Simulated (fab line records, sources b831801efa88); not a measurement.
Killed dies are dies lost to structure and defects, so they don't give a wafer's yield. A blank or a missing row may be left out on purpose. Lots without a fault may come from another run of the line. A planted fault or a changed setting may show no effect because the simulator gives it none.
fab line records | flow sky130
record lots=14 wafers=42 last_day=50
route steps=708 shown NWELL@62 LI_CONTACT@378 VIA1@479
lots that met no fault: from a run of the same line without faults
start_h: hours from the record's first day to the start of the lot's first wafer shown | wait_h: hours since the lot's step before | " the same as in the row above | L1.1+2: a row that stands for several wafers | - no value, or no start given | * or withheld: withheld | < > ~ a bound
route shown NAME@n: a module of which the file shows steps, and the number in the route of the first | usual: mean/standard deviation of fault-free wafers | same: alike in all rows | chamber/n: place in a boat | sites: the reading at each site | _std_site: their standard deviation | _edge_site: outer sites' mean less inner sites' | radius_mm: how far each site lies from the wafer's centre | mask NAME#n: copy n | behind: the tool/chamber that last shaped the wafer | hold: why the lot was held/for how many hours/how that ended | device: the transistor (n, p or np) that didn't switch | end of line: the same wafers' tests at the end of the route | a step without rows: its recipe alone | killed: dies lost to structure and defects at the first sort, not the wafer's yield | map: a wafer's dies, x killed, . not, _ none there
set.NAME: the setting as run; set.NAME@STEP: as run at that earlier step | model.NAME: the simulator's own value behind a step, which no gauge read
steps of the route over a sample of lots; a table a step, a row a wafer
services: from which hour (start_h, from the record's first day; less than 0 if before it) a tool's chamber was out of use, for how many hours, and why
## steps
# step SKY_NWELL_DEVELOP_09
# recipe wall_angle_deg=90 developer=TMAH develop_time_s=60 dev_temp_c=23
# columns lot.wafer tool chamber start_h wait_h
L446.1+2+6 litho_track-02 0 83 -
L447.2+3+6 litho_track-02 0 91 -
L448.2+3+4 litho_track-04 0 98 -
L449.2+4+5 litho_track-02 0 102 -
L451.1+4+6 litho_track-02 0 113 -
L452.1+3+6 litho_track-04 0 118 -
L454.2+4+5 litho_track-01 0 133 -
L456.1+4+5 litho_track-04 0 144 -
L458.1+3+6 litho_track-04 0 159 -
L463.1+2+5 litho_track-02 0 181 -
L464.1+4+6 litho_track-02 0 190 -
L465.1+2+3 litho_track-01 0 197 -
L468.1+3+5 litho_track-01 0 227 -
L469.3+4+5 litho_track-01 0 227 -
# step SKY_NWELL_OVL_MEAS_10
# usual NWELL_00_OVL=0.2/1.2
# columns lot.wafer tool chamber start_h wait_h NWELL_00_OVL[nm]
L446.1 overlay-02 - 83.57 - -0.7
L446.2 " - " " -2.2
L446.6 " - " " -1.1
L447.2 overlay-02 - 91.28 - -0.6
L447.3 " - " " 2.5
L447.6 " - " " 1.7
L448.2 overlay-01 - 98.59 - 0.5
L448.3 " - " " 0.7
L448.4 " - " " 0.5
L449.2 overlay-01 - 103.03 - -1.8
L449.4 " - " " 0.1
L449.5 " - " " 0.5
L451.1 overlay-02 - 113.22 - 0.8
L451.4 " - " " 1.8
L451.6 " - " " -1.2
L452.1 overlay-02 - 118.38 - 1.4
L452.3 " - " " 0.1
L452.6 " - " " -0.5
L454.2 overlay-01 - 137.18 - 0.1
L454.4 " - " " -1.0
L454.5 " - " " -0.5
L456.1 overlay-01 - 144.26 - 1.7
L456.4 " - " " -0.3
L456.5 " - " " -0.1
L458.1 overlay-01 - 159.38 - 0.0
L458.3 " - " " 0.3
L458.6 " - " " 0.7
L463.1 overlay-02 - 182.02 - -
L463.2 " - " " -
L463.5 " - " " -
L464.1 overlay-01 - 190.52 - -
L464.4 " - " " -
L464.6 " - " " -
L465.1 overlay-02 - 197.87 - 0.0
L465.2 " - " " 1.1
L465.3 " - " " 2.0
L468.1 overlay-02 - 227.47 - -0.2
L468.3 " - " " 0.2
L468.5 " - " " 0.8
L469.3 overlay-02 - 227.84 - 1.4
L469.4 " - " " 1.3
L469.5 " - " " 2.3
# step SKY_LI_CONTACT_STRIP_16
# recipe chemistry=O2/N2 power_w=1400 pressure_mtorr=1500 platen_temp_c=withheld o2_flow_sccm=3000 n2_flow_sccm=300 overash_fraction=0.5
# usual drypump_motor_current_A=5.95/0.28 oes_product_au=0.377/0.0051 strip_time_to_endpoint_s=3.50/0.04
# columns lot.wafer tool chamber start_h wait_h drypump_motor_current_A oes_product_au rf_hours_counter_h strip_time_to_endpoint_s
L446.1 plasma_asher-04 0 672.55 - 6.04 0.374 93 3.45
L446.2 " 1 " " 6.08 0.368 93 3.44
L446.6 " 0 " " 6.06 0.371 - 3.48
L447.2 plasma_asher-04 1 679.21 - 6.03 0.374 93 3.53
L447.3 " 1 " " 6.04 0.377 - 3.46
L447.6 " 0 " " 6.03 0.375 - 3.53
L448.2 plasma_asher-04 0 688.21 - 6.05 0.370 94 3.52
L448.3 " 1 " " 6.12 0.374 - 3.45
L448.4 " 0 " " 6.04 0.372 - 3.52
L449.2 plasma_asher-04 0 701.51 - 6.04 0.373 96 3.44
L449.4 " 1 " " 6.06 0.383 - 3.49
L449.5 " 1 " " 6.06 0.375 - 3.52
L451.1 plasma_asher-04 0 723.11 - 6.06 0.376 98 3.50
L451.4 " 0 " " 6.07 0.369 - 3.53
L451.6 " 0 " " 6.06 0.376 - 3.49
L452.1 plasma_asher-02 1 736.94 - 5.50 0.382 89 3.47
L452.3 " 0 " " 5.81 0.379 - 3.51
L452.6 " 0 " " 5.81 0.371 - 3.53
L454.2 plasma_asher-02 0 758.01 - 5.88 0.370 92 3.50
L454.4 " 1 " " 5.45 0.376 - 3.49
L454.5 " 0 " " 5.86 0.374 - 3.50
L456.1 plasma_asher-04 0 760.61 - 6.05 0.378 1 3.50
L456.4 " 0 " " 6.09 0.371 - 3.48
L456.5 " 1 " " 6.03 0.375 - 3.49
L458.1 plasma_asher-04 0 775.06 - 6.06 0.381 2 3.55
L458.3 " 0 " " 6.04 0.371 - 3.44
L458.6 " 0 " " 6.03 0.379 - 3.57
L463.1 plasma_asher-04 0 811.01 - 6.03 0.377 6 3.45
L463.2 " 1 " " 6.05 0.379 6 3.56
L463.5 " 0 " " 6.07 0.375 - 3.52
L464.1 plasma_asher-03 1 822.80 - 6.53 0.373 73 3.50
L464.4 " 1 " " 6.55 0.372 - 3.51
L464.6 " 0 " " 5.87 0.375 - 3.52
L465.1 plasma_asher-03 0 831.36 - 5.86 0.373 74 3.46
L465.2 " 1 " " 6.51 0.372 74 3.50
L465.3 " 0 " " 5.86 0.379 - 3.50
L469.3 plasma_asher-03 1 866.94 - 6.52 0.383 - 3.54
L469.4 " 0 " " 5.87 0.367 - 3.49
L469.5 " 0 " " 5.87 0.375 - 3.49
L468.1 plasma_asher-02 0 867.25 - 5.90 0.371 103 3.44
L468.3 " 0 " " 5.88 0.374 - 3.43
L468.5 " 1 " " 5.49 0.368 - 3.42
# step SKY_VIA1_CVD_21
# recipe material=W target_thk_nm=270 time_s=80.902 temp_c=400 pressure_torr=40
# usual chamber_pressure_Torr=40.02/0.081 heater_power_w=884/33
# columns lot.wafer tool chamber start_h wait_h chamber_pressure_Torr heater_power_w
L446.1 cvd_w-01 0 792.61 0.0 40.22 837
L446.2 " 1 " " 39.90 895
L446.6 " 1 " " 40.02 891
L447.2 cvd_w-02 1 797.37 0.0 40.02 858
L447.3 " 0 " " 40.20 948
L447.6 " 0 " " 39.99 947
L448.2 cvd_w-01 1 805.40 0.0 39.91 880
L448.3 " 1 " " 39.84 913
L448.4 " 0 " " 40.06 850
L449.2 cvd_w-01 1 817.50 0.0 40.03 898
L449.4 " 0 " " 39.97 846
L449.5 " 1 " " 40.00 890
L451.1 cvd_w-01 1 838.79 0.0 39.98 921
L451.4 " 1 " " 40.03 895
L451.6 " 0 " " 40.00 839
L452.1 cvd_w-01 0 851.86 0.0 39.91 833
L452.3 " 1 " " 39.95 855
L452.6 " 1 " " 40.05 899
L454.2 cvd_w-02 1 870.87 0.0 40.11 853
L454.4 " 1 " " 39.99 872
L454.5 " 1 " " 39.90 842
L456.1 cvd_w-01 0 871.23 0.0 40.09 846
L456.4 " 0 " " 40.06 874
L456.5 " 1 " " 40.07 914
L458.1 cvd_w-01 1 886.12 0.0 39.85 907
L458.3 " 0 " " 40.08 857
L458.6 " 0 " " 39.99 857
L463.1 cvd_w-02 1 921.63 0.0 40.09 868
L463.2 " 0 " " 39.98 893
L463.5 " 1 " " 39.97 849
L464.1 cvd_w-02 1 932.82 0.0 40.00 837
L464.4 " 1 " " 40.07 847
L464.6 " 1 " " 39.89 860
L465.1 cvd_w-01 0 941.33 0.0 39.86 845
L465.2 " 1 " " 39.97 918
L465.3 " 1 " " 39.96 914
L469.3 cvd_w-01 0 974.10 0.1 40.04 873
L469.4 " 1 " " 40.08 912
L469.5 " 1 " " 40.22 922
L468.1 cvd_w-02 0 974.77 0.0 39.95 891
L468.3 " 0 " " 40.03 891
L468.5 " 0 " " 40.06 875
# step SKY_VIA1_RS_MEAS_22
# recipe thk_meas_gauge=four-point-probe reads=W_of_VIA1_CVD_21+TiN_of_VIA1_SPUTTER_20
# usual VIA1_W_RS=0.427/0.0064
# columns lot.wafer tool chamber start_h wait_h VIA1_W_RS[ohm/sq]
L446.1 film_metro-01 - 792.70 0.1 0.418
L446.2 " - " " 0.428
L446.6 " - " " 0.430
L447.2 film_metro-01 - 797.48 0.1 0.423
L447.3 " - " " 0.426
L447.6 " - " " 0.427
L448.2 film_metro-01 - 805.51 0.1 0.431
L448.3 " - " " 0.428
L448.4 " - " " 0.423
L449.2 film_metro-03 - 817.61 0.1 0.436
L449.4 " - " " 0.424
L449.5 " - " " 0.429
L451.1 film_metro-04 - 838.88 0.1 0.424
L451.4 " - " " 0.426
L451.6 " - " " 0.416
L452.1 film_metro-04 - 851.95 0.1 0.428
L452.3 " - " " 0.430
L452.6 " - " " 0.435
L454.2 film_metro-03 - 870.98 0.1 0.429
L454.4 " - " " 0.426
L454.5 " - " " 0.423
L456.1 film_metro-01 - 871.32 0.1 0.420
L456.4 " - " " 0.418
L456.5 " - " " 0.433
L458.1 film_metro-01 - 886.21 0.1 0.431
L458.3 " - " " 0.422
L458.6 " - " " 0.425
L463.1 film_metro-01 - 921.72 0.1 0.427
L463.2 " - " " 0.431
L463.5 " - " " 0.421
L464.1 film_metro-01 - 932.91 0.1 0.428
L464.4 " - " " 0.433
L464.6 " - " " 0.429
L465.1 film_metro-03 - 941.42 0.1 0.422
L465.2 " - " " 0.427
L465.3 " - " " 0.432
L469.3 film_metro-03 - 974.20 0.1 0.417
L469.4 " - " " 0.434
L469.5 " - " " 0.434
L468.1 film_metro-03 - 974.86 0.1 0.430
L468.3 " - " " 0.429
L468.5 " - " " 0.433
## services
# columns tool chamber start_h hours kind
plasma_asher-04 - 90.46 3.3 repair
cvd_w-01 - 125.17 6.0 pm
cvd_w-01 - 142.93 1.0 repair
cvd_w-01 1 144.90 2.4 repair
cvd_w-02 - 271.62 2.8 pm
cvd_w-01 - 301.11 0.8 repair
cvd_w-02 0 319.45 4.8 repair
plasma_asher-04 - 338.96 2.3 repair
cvd_w-01 - 349.01 2.8 pm
cvd_w-01 - 372.78 0.9 repair
cvd_w-01 - 390.00 14.0 pm
cvd_w-02 - 403.38 0.5 repair
cvd_w-02 0 423.60 23.7 repair
plasma_asher-04 - 436.79 7.9 repair
plasma_asher-04 - 478.81 6.4 repair
plasma_asher-04 - 493.44 28.1 pm
cvd_w-02 0 559.58 4.4 repair
cvd_w-01 - 686.13 2.8 repair
plasma_asher-04 - 733.75 9.0 pm
plasma_asher-04 - 750.26 10.0 pm
plasma_asher-04 - 797.02 2.8 pm
cvd_w-01 - 841.19 0.8 repair
cvd_w-01 0 879.17 3.1 repair
cvd_w-01 - 918.00 6.9 pm
## key
first_sign step=SKY_NWELL_OVL_MEAS_10 reading=NWELL_00_OVL direction=missing
effect none on later readings
met_at SKY_NWELL_DEVELOP_09
struck_lots L463,L464
sort_left_out L463.1,L463.2,L463.5,L464.1,L464.4,L464.6
tester_left_out L463,L464
not_acting_at SKY_LI_CONTACT_STRIP_16,SKY_VIA1_CVD_21,SKY_VIA1_RS_MEAS_22
fault kind=process_parameter_drift tool=litho_track-02 chamber=- onset_h=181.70 steps=SKY_NWELL_DEVELOP_09 channel=develop_time_s offset=* shape=step end_h=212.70 acts_in=* stated=*
# tester_left_out: of these lots the tester's yield and bins aren't shown, on N5 and GAA mostly nor the transistor test; their killed dies are dies lost to structure and defects alone, not to doping, threshold or leakage, so they don't give the yield
# sort_left_out: the simulated sort isn't trusted on such a fault, so these wafers' sort isn't shown, and their yield isn't known
